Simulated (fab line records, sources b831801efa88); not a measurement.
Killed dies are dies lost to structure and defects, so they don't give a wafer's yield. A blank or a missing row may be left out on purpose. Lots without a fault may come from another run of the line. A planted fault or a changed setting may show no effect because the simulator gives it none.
Which tool did it? | flow sky130 | 11 lots, 33 wafers sampled, at 4 steps of a route of 708

WHAT THE GAUGES READ, wafer by wafer
SKY_LOCAL_INTERCONNECT_CD_MEAS_11: target cd 170 nm. Usual: cd_nm 169.7 nm, standard deviation 1.2.
lot  | measured     | on        | cd_nm (nm)        | flag
L312 | day 30 14:25 | cd_sem-01 | 170.6 169.0 168.7 |
L315 | day 31 09:40 | cd_sem-01 | 166.1 167.4 165.8 |
L317 | day 32 11:20 | cd_sem-02 | 170.4 170.9 172.0 |
L318 | day 32 21:01 | cd_sem-02 | 167.9 169.3 169.8 |
L319 | day 33 16:34 | cd_sem-02 | 168.8 168.1 167.7 |
L322 | day 34 02:21 | cd_sem-02 | 171.7 170.9 170.9 |
L320 | day 34 05:46 | cd_sem-01 | 169.4 169.7 169.7 |
L323 | day 34 10:32 | cd_sem-01 | 170.8 170.2 169.2 |
L330 | day 36 09:13 | cd_sem-01 | 172.1 170.0 170.6 |
L332 | day 36 16:38 | cd_sem-01 | 171.9 169.0 170.7 |
L333 | day 37 09:19 | cd_sem-02 | 170.8 171.4 171.3 |

SKY_CONTACT_THK_MEAS_03. Usual: CONTACT_HDPCVD_THK 566 nm, standard deviation 5.6.
lot  | measured     | on            | CONTACT_HDPCVD_THK (nm) | flag
L312 | day 30 15:26 | film_metro-02 | 560 573 569             |
L315 | day 31 10:43 | film_metro-02 | 567 560 572             |
L317 | day 32 12:21 | film_metro-03 | 561 566 555             |
L318 | day 32 22:03 | film_metro-02 | 562 563 568             |
L319 | day 33 17:35 | film_metro-02 | 563 564 565             |
L322 | day 34 03:25 | film_metro-03 | 569 805 799             | OFF
L320 | day 34 06:49 | film_metro-04 | 562 798 561             | OFF
L323 | day 34 11:57 | film_metro-02 | 568 556 574             |
L330 | day 36 10:23 | film_metro-04 | 562 569 567             |
L332 | day 36 17:47 | film_metro-02 | 564 572 566             |
L333 | day 37 10:20 | film_metro-04 | 574 561 567             |

WHICH TOOL RAN EACH LOT (tool, then ch and the chambers of the sampled wafers, then the start)
lot  | SKY_LI_CONTACT_STRIP_16              | SKY_CONTACT_HDPCVD_02
L312 | plasma_asher-03 ch 0,1, day 29 09:02 | hdpcvd-02 ch 0,1,2, day 30 15:22
L315 | plasma_asher-01 ch 0,1, day 30 04:59 | hdpcvd-02 ch 1,2, day 31 10:38
L317 | plasma_asher-01 ch 0,1, day 31 07:20 | hdpcvd-02 ch 0,1, day 32 12:16
L318 | plasma_asher-03 ch 0,1, day 31 17:11 | hdpcvd-02 ch 0,1, day 32 21:58
L319 | plasma_asher-03 ch 1, day 32 12:14   | hdpcvd-01 ch 0,1, day 33 17:31
L322 | plasma_asher-03 ch 0,1, day 32 22:26 | hdpcvd-02 ch 0,2, day 34 03:21
L320 | plasma_asher-04 ch 0,1, day 33 01:41 | hdpcvd-02 ch 1,2, day 34 06:44
L323 | plasma_asher-04 ch 0,1, day 33 07:01 | hdpcvd-01 ch 1,2, day 34 11:52
L330 | plasma_asher-01 ch 0,1, day 35 06:08 | hdpcvd-01 ch 0,1,2, day 36 10:19
L332 | plasma_asher-01 ch 0,1, day 35 13:29 | hdpcvd-01 ch 0,1,2, day 36 17:43
L333 | plasma_asher-01 ch 0,1, day 36 06:43 | hdpcvd-02 ch 0,1,2, day 37 10:16
- SKY_LI_CONTACT_STRIP_16: strips in O2/N2.
- SKY_CONTACT_HDPCVD_02: deposits SiO2, target thk 565 nm, time 94.2 s.

WHAT THE TOOLS THEMSELVES READ (means of the sampled wafers that have a number; where no wafer has one, the mark that the record gives instead)
SKY_LI_CONTACT_STRIP_16. Usual: drypump_motor_current_A 5.6 A, standard deviation 0.36; o2_flow_sccm 2999 sccm, standard deviation 8.8; oes_product_au 0.376 a.u., standard deviation 0.0052; strip_time_to_endpoint_s 3.50 s, standard deviation 0.043.
lot  | tool            | drypump_motor_current_A (A) | o2_flow_sccm (sccm) | oes_product_au (a.u.) | strip_time_to_endpoint_s (s) | flag
L312 | plasma_asher-03 | 5.9                         | 3008                | 0.377                 | 3.51                         |
L315 | plasma_asher-01 | 5.7                         | 3014                | 0.373                 | 3.48                         |
L317 | plasma_asher-01 | 5.6                         | 2995                | 0.384                 | 3.55                         |
L318 | plasma_asher-03 | 5.9                         | 3001                | 0.378                 | 3.51                         |
L319 | plasma_asher-03 | 5.9                         | 2999                | 0.378                 | 3.49                         |
L322 | plasma_asher-03 | 5.9                         | 2994                | 0.375                 | 3.50                         |
L320 | plasma_asher-04 | 5.6                         | 2994                | 0.377                 | 3.47                         |
L323 | plasma_asher-04 | 5.2                         | 2988                | 0.380                 | 3.51                         |
L330 | plasma_asher-01 | 5.5                         | 3006                | 0.376                 | 3.53                         |
L332 | plasma_asher-01 | 5.6                         | 2994                | 0.374                 | 3.47                         |
L333 | plasma_asher-01 | 5.5                         | 3000                | 0.378                 | 3.50                         |

THE ANSWER, worked out from the rows above alone
Rule: a lot is off if the mean of its wafers that have a number lies more than 3 standard deviations from the usual mean. A lot without any number at a reading at which 4 lots or more have one is off too. The other lots that the step has rows for count as sound. The gauges are gone through in route order, then the tools' own readings, and for those a lot's mean is taken as printed above. The first step at which some lot is off is used, and at that step the reading that is off furthest; a lot without a number counts as furthest.
Off: L322, L320, at SKY_CONTACT_THK_MEAS_03 (CONTACT_HDPCVD_THK).
A tool fits if, at a process step before that reading, it ran every lot that is off, and no sound lot after the first of them. The gauges at SKY_CONTACT_THK_MEAS_03 are tried like those tools. None of those tried fits.

WHAT THE SIMULATOR HAD PUT IN
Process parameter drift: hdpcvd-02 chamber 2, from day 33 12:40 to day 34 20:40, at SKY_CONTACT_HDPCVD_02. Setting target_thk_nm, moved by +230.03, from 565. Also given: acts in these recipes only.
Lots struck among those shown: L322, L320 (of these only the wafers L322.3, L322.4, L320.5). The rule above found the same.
